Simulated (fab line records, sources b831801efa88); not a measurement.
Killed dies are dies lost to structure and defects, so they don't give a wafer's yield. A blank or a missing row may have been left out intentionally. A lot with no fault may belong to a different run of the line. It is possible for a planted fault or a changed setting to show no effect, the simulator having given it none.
A lot that was struck, set against a sound lot    flow sky130    22 out of 708 route steps
Sound: wafers L817.2, L817.3, L817.5. The struck wafers were L829.1, L829.4, L829.5. The cause is given at the end.
At each step with rows: each side's tool, then ch and its chambers, then its first start. Under that, the readings that differ: sound wafers    struck wafers    difference of the means    sigmas: that difference in standard deviations of wafers without a fault.
alike: readings whose means differ by less than 2 such deviations, and words and numbers that are the same on both sides. not compared: withheld readings, readings that some wafer has no value for, bounds like >300 that may hide the same value, and numbers for which the record gives no deviation and whose values overlap.
Wherever a step has rows on one side only, a row that says differs or no value, or a row with sigmas, the two part there. Non-overlapping numbers with no deviation appear without sigmas and do not part them. A reading that every wafer of one side lacks parts them only if that side has two wafers or more.

first, 5 steps without rows for these wafers: SKY_VT_ADJUST_HVTR_COAT_02 (resist thk 1140 nm); SKY_VT_ADJUST_HVTR_SOFTBAKE_03 (time 60 s); SKY_VT_ADJUST_HVTR_EXPOSE_04 (exposes mask HVTRM, target cd 380 nm); SKY_VT_ADJUST_HVTR_PEB_05; SKY_VT_ADJUST_HVTR_DEVELOP_06 (develop time 60 s).
SKY_VT_ADJUST_HVTR_CD_MEAS_07 targets a cd of 380 nm.
  sound on cd sem-02, day 11 16:48; struck on cd sem-02, day 15 02:56
  alike: cd nm
SKY_VT_ADJUST_HVTR_OVL_MEAS_08:
  sound on overlay-02, day 11 16:55; struck on overlay-02, day 15 03:03
  alike: VT_ADJUST_HVTR_OVL
next, for these wafers, 1 step has no rows: SKY_VT_ADJUST_HVTR_IMPLANT_09.
SKY_VT_ADJUST_HVTR_STRIP_10: strips in O2/N2.
  sound on plasma asher-03 ch 1, day 11 17:05; struck on plasma asher-03 ch 0, day 15 03:14
  alike: chamber pressure mTorr, drypump motor current A, n2 flow sccm, oes product au, strip time to endpoint s
  not compared: rf hours counter h
SKY_VT_ADJUST_HVTR_TW_MEAS_11:
  sound on film metro-04, day 11 17:12; struck on film metro-03, day 15 03:20
  alike: VT_ADJUST_HVTR_TW
then, 2 steps without rows for these wafers: SKY_VT_ADJUST_PCH_DEHYDRATE_00 (time 60 s); SKY_VT_ADJUST_PCH_HMDS_01 (prime time 60 s).
SKY_VT_ADJUST_PCH_COAT_02: resist thk 3000 nm.
  sound on litho track-02 ch 0, day 12 04:47; struck on litho track-01 ch 0, day 15 16:49
reading                                          sound                 struck                difference  sigmas
spin speed rpm (rpm)                             1999.8 2000.0 2001.2  2283.5 2283.0 2283.5  +283.0      +99 or more
model.coat_of_VT_ADJUST_PCH_COAT_02.thk nm (nm)  2985 2985 2980        2801 2806 2805        -179        
then, 3 steps without rows for these wafers: SKY_VT_ADJUST_PCH_SOFTBAKE_03; SKY_VT_ADJUST_PCH_EXPOSE_04 (exposes mask NWM, target cd 840 nm); SKY_VT_ADJUST_PCH_PEB_05.
SKY_VT_ADJUST_PCH_DEVELOP_06: develop time 60 s.
  sound on litho track-01 ch 0; struck on litho track-04 ch 0
reading                                          sound           struck          difference  sigmas
model.coat_of_VT_ADJUST_PCH_COAT_02.thk nm (nm)  2981 2981 2975  2797 2801 2801  -179        
SKY_VT_ADJUST_PCH_OVL_MEAS_07:
  sound on overlay-01, day 12 17:08; struck on overlay-01, day 16 06:07
  alike: VT_ADJUST_PCH_OVL
next, for these wafers, 1 step has no rows: SKY_VT_ADJUST_PCH_IMPLANT_08.
SKY_VT_ADJUST_PCH_STRIP_09: strips in O2/N2.
  sound on plasma asher-03 ch 0,1, day 12 17:19; struck on plasma asher-03 ch 0,1, day 16 06:19
reading                       sound              struck             difference  sigmas
strip time to endpoint s (s)  36.73 36.73 36.67  34.64 34.68 34.69  -2.04       -21
  alike: chamber pressure mTorr, drypump motor current A, n2 flow sccm, oes product au
  not compared: rf hours counter h
SKY_VT_ADJUST_PCH_TW_MEAS_10:
  sound on film metro-01, day 12 17:25; struck on film metro-01, day 16 06:25
  alike: VT_ADJUST_PCH_TW
next, for these wafers, 1 step has no rows: SKY_PAD_OPEN_PROBE_99.

WHERE THEY PART
Last at SKY_VT_ADJUST_PCH_STRIP_09 as far as this record goes, first at SKY_VT_ADJUST_PCH_COAT_02. Later steps at which nothing parts them and some readings are alike: SKY_VT_ADJUST_PCH_TW_MEAS_10.

WHY: the cause the simulator had injected
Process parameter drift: litho track-01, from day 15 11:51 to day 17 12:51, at SKY_VT_ADJUST_PCH_COAT_02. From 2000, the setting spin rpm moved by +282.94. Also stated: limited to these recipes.
